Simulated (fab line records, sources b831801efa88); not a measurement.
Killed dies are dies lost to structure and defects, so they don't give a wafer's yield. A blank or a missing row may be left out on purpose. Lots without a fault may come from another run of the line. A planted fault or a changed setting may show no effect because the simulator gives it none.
fab line records | flow sky130
record lots=10 wafers=30 last_day=50
route steps=708 shown VIA1@470 METAL2@485 PAD_OPEN@708
lots that met no fault: from a run of the same line without faults
start_h: hours from the record's first day to the start of the lot's first wafer shown | wait_h: hours since the lot's step before | " the same as in the row above | L1.1+2: a row that stands for several wafers | - no value, or no start given | * or withheld: withheld | < > ~ a bound
route shown NAME@n: a module of which the file shows steps, and the number in the route of the first | usual: mean/standard deviation of fault-free wafers | same: alike in all rows | chamber/n: place in a boat | sites: the reading at each site | _std_site: their standard deviation | _edge_site: outer sites' mean less inner sites' | radius_mm: how far each site lies from the wafer's centre | mask NAME#n: copy n | behind: the tool/chamber that last shaped the wafer | hold: why the lot was held/for how many hours/how that ended | device: the transistor (n, p or np) that didn't switch | end of line: the same wafers' tests at the end of the route | a step without rows: its recipe alone | killed: dies lost to structure and defects at the first sort, not the wafer's yield | map: a wafer's dies, x killed, . not, _ none there
set.NAME: the setting as run; set.NAME@STEP: as run at that earlier step | model.NAME: the simulator's own value behind a step, which no gauge read
steps of the route over a sample of lots; a table a step, a row a wafer
services: from which hour (start_h, from the record's first day; less than 0 if before it) a tool's chamber was out of use, for how many hours, and why
## steps
# step SKY_VIA1_CD_MEAS_12
# recipe target_cd_nm=150
# usual cd_nm=149.5/1.9
# columns lot.wafer tool chamber start_h wait_h cd_nm
L142.1 cd_sem-02 - 781.62 - 147.5
L142.5 " - " " 148.4
L142.6 " - " " 147.2
L143.3 cd_sem-01 - 794.01 - 149.7
L143.4 " - " " 149.4
L143.6 " - " " 150.1
L144.1 cd_sem-01 - 804.97 - 148.3
L144.2 " - " " 150.9
L144.4 " - " " 149.0
L145.4 cd_sem-02 - 834.97 - 148.3
L145.5 " - " " 148.0
L145.6 " - " " 148.1
L148.1 cd_sem-01 - 842.17 - 148.2
L148.2 " - " " 151.1
L148.6 " - " " 150.5
L149.1 cd_sem-02 - 844.07 - 149.0
L149.2 " - " " 148.7
L149.4 " - " " 148.4
L159.2 cd_sem-01 - 920.53 - 148.7
L159.3 " - " " 149.7
L159.6 " - " " 150.0
L160.2 cd_sem-02 - 930.98 - 148.3
L160.5 " - " " 149.5
L160.6 " - " " 149.8
L163.1 cd_sem-01 - 949.02 - 150.7
L163.2 " - " " 149.0
L163.4 " - " " 149.9
L164.2 cd_sem-01 - 954.01 - 154.4
L164.3 " - " " 153.1
L164.4 " - " " 153.1
# step SKY_VIA1_OVL_MEAS_13
# usual VIA1_OVL=0/4.5
# columns lot.wafer tool chamber start_h wait_h VIA1_OVL[nm]
L142.1 overlay-02 - 781.74 0.1 0
L142.5 " - " " 3
L142.6 " - " " 1
L143.3 overlay-02 - 794.10 0.1 0
L143.4 " - " " -2
L143.6 " - " " -3
L144.1 overlay-01 - 805.09 0.1 1
L144.2 " - " " -1
L144.4 " - " " 2
L145.4 overlay-02 - 835.05 0.1 4
L145.5 " - " " 4
L145.6 " - " " 6
L148.1 overlay-01 - 842.29 0.1 -3
L148.2 " - " " -1
L148.6 " - " " 2
L149.1 overlay-01 - 844.19 0.1 3
L149.2 " - " " 0
L149.4 " - " " 1
L159.2 overlay-02 - 920.63 0.1 -6
L159.3 " - " " -9
L159.6 " - " " -14
L160.2 overlay-01 - 931.08 0.1 2
L160.5 " - " " -1
L160.6 " - " " 6
L163.1 overlay-02 - 949.14 0.1 -5
L163.2 " - " " -3
L163.4 " - " " -9
L164.2 overlay-01 - 954.12 0.1 0
L164.3 " - " " -11
L164.4 " - " " -3
# step SKY_VIA1_SPUTTER_20
# recipe material=TiN target_thk_nm=20 chamber_pressure_pa=5 power_w=4000 time_s=80
# usual throttle_valve_pct=29.9/1
# columns lot.wafer tool chamber start_h wait_h throttle_valve_pct
L142.1 pvd_sputter-04 - 782.47 0.0 30.9
L142.5 " - " " 31.2
L142.6 " - " " 30.6
L143.3 pvd_sputter-02 - 794.80 0.0 29.1
L143.4 " - " " 29.8
L143.6 " - " " 30.2
L144.1 pvd_sputter-01 - 806.15 0.0 28.4
L144.2 " - " " 29.7
L144.4 " - " " 30.2
L145.4 pvd_sputter-04 - 835.74 0.0 31.1
L145.5 " - " " 27.2
L145.6 " - " " 31.4
L148.1 pvd_sputter-02 - 843.02 0.0 29.5
L148.2 " - " " 29.7
L148.6 " - " " 31.1
L149.1 pvd_sputter-02 - 844.91 0.0 29.9
L149.2 " - " " 31.2
L149.4 " - " " 29.2
L159.2 pvd_sputter-02 - 921.35 0.0 29.4
L159.3 " - " " 29.8
L159.6 " - " " 29.2
L160.2 pvd_sputter-01 - 931.80 0.0 28.6
L160.5 " - " " 30.2
L160.6 " - " " 30.3
L163.1 pvd_sputter-01 - 949.86 0.0 30.0
L163.2 " - " " 28.3
L163.4 " - " " 30.6
L164.2 pvd_sputter-04 - 954.83 0.0 31.2
L164.3 " - " " 30.9
L164.4 " - " " 29.5
# step SKY_METAL2_SPUTTER_02
# recipe material=AlCu target_thk_nm=250 power_w=10600 time_s=13.3 chamber_pressure_pa=0.4
# usual throttle_valve_pct=30.4/0.82
# columns lot.wafer tool chamber start_h wait_h throttle_valve_pct
L142.1 pvd_sputter-02 - 783.15 0.0 31.2
L142.5 " - " " 29.9
L142.6 " - " " 29.8
L143.3 pvd_sputter-03 - 795.48 0.0 31.2
L143.4 " - " " 29.5
L143.6 " - " " 31.3
L144.1 pvd_sputter-03 - 806.84 0.0 30.1
L144.2 " - " " 31.3
L144.4 " - " " 31.1
L145.4 pvd_sputter-03 - 836.43 0.0 29.9
L145.5 " - " " 29.9
L145.6 " - " " 31.2
L148.1 pvd_sputter-01 - 843.71 0.0 30.0
L148.2 " - " " 28.6
L148.6 " - " " 28.8
L149.1 pvd_sputter-01 - 845.59 0.0 29.8
L149.2 " - " " 30.8
L149.4 " - " " 28.6
L159.2 pvd_sputter-03 - 922.03 0.0 30.1
L159.3 " - " " 29.8
L159.6 " - " " 31.3
L160.2 pvd_sputter-03 - 932.48 0.0 29.8
L160.5 " - " " 31.6
L160.6 " - " " 31.2
L163.1 pvd_sputter-02 - 950.54 0.0 30.0
L163.2 " - " " 31.3
L163.4 " - " " 29.4
L164.2 pvd_sputter-01 - 955.51 0.0 28.6
L164.3 " - " " 30.3
L164.4 " - " " 30.7
# step SKY_METAL2_RS_MEAS_05
# recipe thk_meas_gauge=four-point-probe reads=TiN_of_METAL2_SPUTTER_04+Ti_of_METAL2_SPUTTER_03+AlCu_of_METAL2_SPUTTER_02+TiN_of_METAL2_SPUTTER_01+Ti_of_METAL2_SPUTTER_00
# usual METAL2_ALCU_RS=0.1273/0.0012
# columns lot.wafer tool chamber start_h wait_h METAL2_ALCU_RS[ohm/sq]
L142.1 film_metro-02 - 783.24 0.0 0.1264
L142.5 " - " " 0.1263
L142.6 " - " " 0.1258
L143.3 film_metro-02 - 795.62 0.1 0.1280
L143.4 " - " " 0.1284
L143.6 " - " " 0.1286
L144.1 film_metro-03 - 806.94 0.0 0.1261
L144.2 " - " " 0.1265
L144.4 " - " " 0.1275
L145.4 film_metro-03 - 836.58 0.1 0.1267
L145.5 " - " " 0.1261
L145.6 " - " " 0.1262
L148.1 film_metro-03 - 843.80 0.0 0.1272
L148.2 " - " " 0.1298
L148.6 " - " " 0.1297
L149.1 film_metro-03 - 845.68 0.0 0.1262
L149.2 " - " " 0.1281
L149.4 " - " " 0.1286
L159.2 film_metro-03 - 922.14 0.0 0.1277
L159.3 " - " " 0.1278
L159.6 " - " " 0.0822
L160.2 film_metro-04 - 932.59 0.0 0.1274
L160.5 " - " " 0.0828
L160.6 " - " " 0.1282
L163.1 film_metro-03 - 950.63 0.0 0.1255
L163.2 " - " " 0.1264
L163.4 " - " " 0.1278
L164.2 film_metro-02 - 955.63 0.0 0.1281
L164.3 " - " " 0.1273
L164.4 " - " " 0.1271
# step SKY_METAL2_THK_MEAS_06
# recipe thk_meas_gauge=xrf reads=AlCu_of_METAL2_SPUTTER_02
# usual METAL2_ALCU_THK=252.1/2.7
# columns lot.wafer tool chamber start_h wait_h METAL2_ALCU_THK[nm]
L142.1 film_metro-02 - 783.36 0.1 252.9
L142.5 " - " " 251.9
L142.6 " - " " 253.0
L143.3 film_metro-02 - 795.72 0.1 248.7
L143.4 " - " " 248.9
L143.6 " - " " 249.8
L144.1 film_metro-03 - 807.06 0.1 252.9
L144.2 " - " " 251.1
L144.4 " - " " 250.0
L145.4 film_metro-03 - 836.67 0.1 249.2
L145.5 " - " " 255.4
L145.6 " - " " 253.0
L148.1 film_metro-03 - 843.92 0.1 251.7
L148.2 " - " " 246.3
L148.6 " - " " 247.2
L149.1 film_metro-03 - 845.80 0.1 252.5
L149.2 " - " " 250.0
L149.4 " - " " 249.6
L159.2 film_metro-03 - 922.25 0.1 251.7
L159.3 " - " " 251.8
L159.6 " - " " 385.3
L160.2 film_metro-04 - 932.70 0.1 251.9
L160.5 " - " " 384.7
L160.6 " - " " 250.2
L163.1 film_metro-03 - 950.75 0.1 253.9
L163.2 " - " " 251.1
L163.4 " - " " 250.0
L164.2 film_metro-02 - 955.74 0.1 250.4
L164.3 " - " " 250.7
L164.4 " - " " 252.0
# step SKY_METAL2_METAL_ETCH_19
# recipe target_depth_a=3600 stop_on=SiO2 over_etch_frac=0.3 time_s=78 chemistry=Cl2/BCl3 resist_sidewall_deg=88 pressure_mtorr=10 icp_w=900 bias_w=48.5 Cl2_flow_sccm=60 bcl3_flow_sccm=30
# usual drypump_motor_current_A=5.7/0.49 oes_product_au=0.849/0.006 throttle_valve_pct=22.264/0.0091
# columns lot.wafer tool chamber start_h wait_h drypump_motor_current_A oes_product_au rf_hours_counter_h throttle_valve_pct
L142.1 rie_metal-02 0 810.37 0.0 5.6 0.841 5 22.263
L142.5 " 0 " " 5.6 0.849 - 22.260
L142.6 " 1 " " 5.6 0.856 - 22.274
L143.3 rie_metal-02 0 823.16 0.1 5.7 0.847 - 22.272
L143.4 " 1 " " 5.6 0.843 - 22.237
L143.6 " 0 " " 5.6 0.845 - 22.262
L144.1 rie_metal-04 1 834.38 0.0 4.8 0.859 13 22.268
L144.2 " 0 " " 6.2 0.855 3 22.268
L144.4 " 1 " " 4.8 0.852 - 22.276
L145.4 rie_metal-02 0 864.75 0.1 5.6 0.852 - 22.257
L145.5 " 1 " " 5.6 0.845 - 22.260
L145.6 " 0 " " 5.6 0.848 - 22.278
L148.1 rie_metal-03 1 870.93 0.0 5.4 0.844 15 22.258
L148.2 " 0 " " 6.6 0.841 2 22.280
L148.6 " 0 " " 6.6 0.851 - 22.248
L149.1 rie_metal-04 1 872.77 0.0 4.8 0.852 14 22.275
L149.2 " 0 " " 6.2 0.838 5 22.270
L149.4 " 1 " " 4.8 0.844 - 22.257
L159.2 rie_metal-04 1 946.18 0.0 4.9 0.845 18 22.256
L159.3 " 1 " " 4.8 0.845 - 22.260
L159.6 " 1 " " 4.9 0.996 - 22.264
L160.2 rie_metal-03 0 956.03 0.0 6.6 0.847 6 22.266
L160.5 " 1 " " 5.4 0.979 - 22.266
L160.6 " 0 " " 6.6 0.846 - 22.273
L163.1 rie_metal-04 1 974.98 0.0 4.8 0.851 19 22.270
L163.2 " 0 " " 6.2 0.858 10 22.261
L163.4 " 0 " " 6.2 0.845 - 22.254
L164.2 rie_metal-03 0 980.60 0.1 6.6 0.845 8 22.281
L164.3 " 1 " " 5.4 0.854 - 22.264
L164.4 " 0 " " 6.6 0.853 - 22.263
# step SKY_PAD_OPEN_PROBE_99
# usual defect_limited_yield=82.5/1.9 killed_at_M0_to_M3=44/6.6 killed_at_M4_up=3.0/2 killed_at_contacts=24/5.1 killed_at_front_end=15/4.1 killed_at_other=0.4/0.62 killed_dies=86/9.3 killed_on_rim=17/3.7 killed_open=46/6.8 killed_short=40/5.8 sort_bin_3_pad_short=0.8/0.4 sort_bin_5_function=10.3/1.4 sort_bin_6_memory=6.4/1 sort_n_pass=406/9.3 sort_yield_pct=82.5/1.9
# same gross_dies=492 killed_at_back_side=0 sort_bin_4_leakage[%]=0 sort_bin_8_speed[%]=0
# columns lot.wafer tool chamber start_h wait_h defect_limited_yield[%] killed_at_M0_to_M3 killed_at_M4_up killed_at_contacts killed_at_front_end killed_at_other killed_dies killed_on_rim killed_open killed_short sort_bin_3_pad_short[%] sort_bin_5_function[%] sort_bin_6_memory[%] sort_n_pass sort_yield_pct[%]
L142.1 prober-01 - 1071.33 0.1 81.5 46 2 29 14 0 91 15 47 44 1.2 10.6 6.7 401 81.5
L142.5 prober-01 - 1071.53 0.2 81.5 46 8 24 13 0 91 17 48 43 0.8 11.4 6.3 401 81.5
L142.6 prober-01 - 1071.58 0.2 82.3 41 5 24 17 0 87 22 42 45 1.0 10.4 6.3 405 82.3
L159.2 prober-01 - 1169.43 0.1 81.3 45 2 22 23 0 92 12 43 49 1.6 10.2 6.9 400 81.3
L159.3 prober-01 - 1169.48 0.2 83.1 41 1 26 14 1 83 21 51 32 0.6 9.8 6.5 409 83.1
L159.6 prober-01 - 1169.63 0.2 0 461 4 21 6 0 492 96 41 33 0.8 93.7 5.5 0 0
L160.2 prober-02 - 1178.91 0.1 79.3 54 0 30 17 1 102 22 60 42 0.6 12.0 8.1 390 79.3
L160.5 prober-02 - 1179.06 0.2 0 448 2 23 19 0 492 96 58 40 1.0 91.1 7.9 0 0
L160.6 prober-02 - 1179.11 0.2 80.3 47 5 25 20 0 97 21 49 48 1.2 11.8 6.7 395 80.3
L163.1 prober-02 - 1188.01 0.1 83.1 38 1 24 20 0 83 13 45 38 0.4 11.4 5.1 409 83.1
L163.2 prober-02 - 1188.06 0.1 80.7 50 3 27 15 0 95 16 58 37 1.6 12.4 5.3 397 80.7
L163.4 prober-02 - 1188.16 0.2 82.7 49 3 18 15 0 85 17 45 40 0.4 11.0 5.9 407 82.7
# killed by level:class
L142.1 CONTACT:geometric_particle:open=11 VIA1:geometric_particle:open=8 LOCAL_INTERCONNECT:geometric_particle:short=8 METAL1:geometric_particle:short=6 VIA2:geometric_particle:open=6 VIA3:geometric_particle:open=6 METAL3:geometric_particle:short=5 POLY_GATE:geometric_particle:short=4
L142.5 VIA2:geometric_particle:open=9 VIA1:geometric_particle:short=8 VIA1:geometric_particle:open=8 CONTACT:geometric_particle:open=7 METAL1:geometric_particle:short=6 POLY_GATE:geometric_particle:open=5 LI_CONTACT:geometric_particle:short=5 LI_CONTACT:geometric_particle:open=5
L142.6 VIA1:geometric_particle:open=13 LOCAL_INTERCONNECT:geometric_particle:short=8 CONTACT:geometric_particle:open=7 FIELD_ISO:geometric_particle:short=6 VIA2:geometric_particle:open=6 LI_CONTACT:geometric_particle:short=4 POLY_GATE:geometric_particle:open=4 METAL4:geometric_particle:short=4
L159.2 CONTACT:geometric_particle:open=10 METAL1:geometric_particle:short=7 POLY_GATE:geometric_particle:open=6 VIA1:geometric_particle:open=6 VIA1:geometric_particle:short=6 VIA3:geometric_particle:open=6 FIELD_ISO:geometric_particle:short=5 LOCAL_INTERCONNECT:geometric_particle:short=5
L159.3 CONTACT:geometric_particle:open=11 VIA2:geometric_particle:open=9 CONTACT:geometric_particle:short=6 METAL1:geometric_particle:short=6 VIA3:geometric_particle:open=6 VIA1:geometric_particle:open=6 POLY_GATE:geometric_particle:open=5 FIELD_ISO:geometric_particle:open=4
L159.6 METAL2:area_etch=418 LI_CONTACT:geometric_particle:open=9 CONTACT:geometric_particle:open=7 METAL1:geometric_particle:short=7 VIA1:geometric_particle:open=7 VIA2:geometric_particle:open=7 METAL2:geometric_particle:short=5 METAL4:geometric_particle:short=4
L160.2 VIA1:geometric_particle:open=15 CONTACT:geometric_particle:open=10 LI_CONTACT:geometric_particle:open=8 VIA3:geometric_particle:open=8 POLY_GATE:geometric_particle:open=6 VIA3:geometric_particle:short=6 POLY_GATE:geometric_particle:short=5 METAL1:geometric_particle:short=5
L160.5 METAL2:area_etch=394 VIA2:geometric_particle:open=11 LI_CONTACT:geometric_particle:open=10 VIA1:geometric_particle:open=9 VIA3:geometric_particle:open=8 CONTACT:geometric_particle:open=7 FIELD_ISO:geometric_particle:open=5 VIA2:geometric_particle:short=5
L160.6 CONTACT:geometric_particle:open=10 METAL2:geometric_particle:short=9 VIA1:geometric_particle:open=8 METAL1:geometric_particle:short=7 VIA2:geometric_particle:open=7 FIELD_ISO:geometric_particle:open=6 LOCAL_INTERCONNECT:geometric_particle:short=6 FIELD_ISO:geometric_particle:short=5
L163.1 CONTACT:geometric_particle:open=11 VIA1:geometric_particle:open=11 POLY_GATE:geometric_particle:open=6 POLY_GATE:geometric_particle:short=5 LI_CONTACT:geometric_particle:open=5 METAL1:geometric_particle:short=5 METAL2:geometric_particle:short=5 VIA2:geometric_particle:open=4
L163.2 VIA1:geometric_particle:open=15 METAL2:geometric_particle:short=14 CONTACT:geometric_particle:open=11 LI_CONTACT:geometric_particle:open=8 FIELD_ISO:geometric_particle:open=7 VIA1:geometric_particle:short=6 CONTACT:geometric_particle:short=5 VIA2:geometric_particle:open=5
L163.4 VIA1:geometric_particle:open=14 CONTACT:geometric_particle:open=7 METAL1:geometric_particle:short=7 VIA1:geometric_particle:short=7 POLY_GATE:geometric_particle:open=6 METAL3:geometric_particle:short=4 LI_CONTACT:geometric_particle:open=4 VIA3:geometric_particle:open=4
## services
# columns tool chamber start_h hours kind
rie_metal-03 0 762.55 6.7 repair
rie_metal-02 1 778.40 13.6 repair
pvd_sputter-03 0 780.98 - consumable_replace:kit
pvd_sputter-03 0 780.98 18.0 scheduled_down
pvd_sputter-03 0 780.98 18.0 vent_cycle
rie_metal-02 1 810.73 - clean
rie_metal-02 1 810.73 10.8 scheduled_down
rie_metal-04 - 811.82 2.8 pm
pvd_sputter-02 3 832.59 - consumable_replace:kit
pvd_sputter-02 3 832.59 18.0 scheduled_down
pvd_sputter-02 3 832.59 18.0 vent_cycle
pvd_sputter-04 - 843.98 14.7 repair
pvd_sputter-03 3 895.65 - consumable_replace:kit
pvd_sputter-03 3 895.65 18.0 scheduled_down
pvd_sputter-03 3 895.65 18.0 vent_cycle
pvd_sputter-04 - 903.38 32.2 repair
rie_metal-02 1 905.05 10.4 repair
pvd_sputter-01 - 915.19 2.7 repair
pvd_sputter-01 - 923.58 3.6 repair
rie_metal-04 - 937.60 1.5 repair
pvd_sputter-01 3 970.77 - consumable_replace:kit
pvd_sputter-01 3 970.77 18.0 scheduled_down
pvd_sputter-01 3 970.77 18.0 vent_cycle
rie_metal-02 - 978.21 2.8 pm
## key
first_sign step=SKY_METAL2_RS_MEAS_05 reading=METAL2_ALCU_RS direction=down sigmas=38 usual=0.1273 struck=0.0825
effect step=SKY_METAL2_THK_MEAS_06 reading=METAL2_ALCU_THK direction=up sigmas=49 usual=252.1 struck=385.0
effect step=SKY_METAL2_METAL_ETCH_19 reading=oes_product_au direction=up sigmas=23 usual=0.849 struck=0.988
effect step=SKY_PAD_OPEN_PROBE_99 reading=killed_at_M0_to_M3 direction=up sigmas=62 usual=44 struck=454
more_kills_born_at SKY_METAL2_METAL_ETCH_19@rie_metal-04=418 SKY_METAL2_METAL_ETCH_19@rie_metal-03=394
met_at SKY_METAL2_SPUTTER_02
struck_lots L159,L160
struck_wafers L159.6,L160.5
later_rows_left_out L159.6,L160.5
not_acting_at SKY_VIA1_CD_MEAS_12,SKY_VIA1_OVL_MEAS_13,SKY_VIA1_SPUTTER_20
onset_between 806.84 922.03
fault kind=process_parameter_drift tool=pvd_sputter-03 chamber=- onset_h=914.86 steps=SKY_METAL2_SPUTTER_02 channel=time_s offset=* shape=step end_h=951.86 acts_in=* stated=* scope=struck_wafers_only
# later_rows_left_out: the simulator's readings of these wafers behind a module that went badly wrong aren't trusted and aren't shown, but for the sort
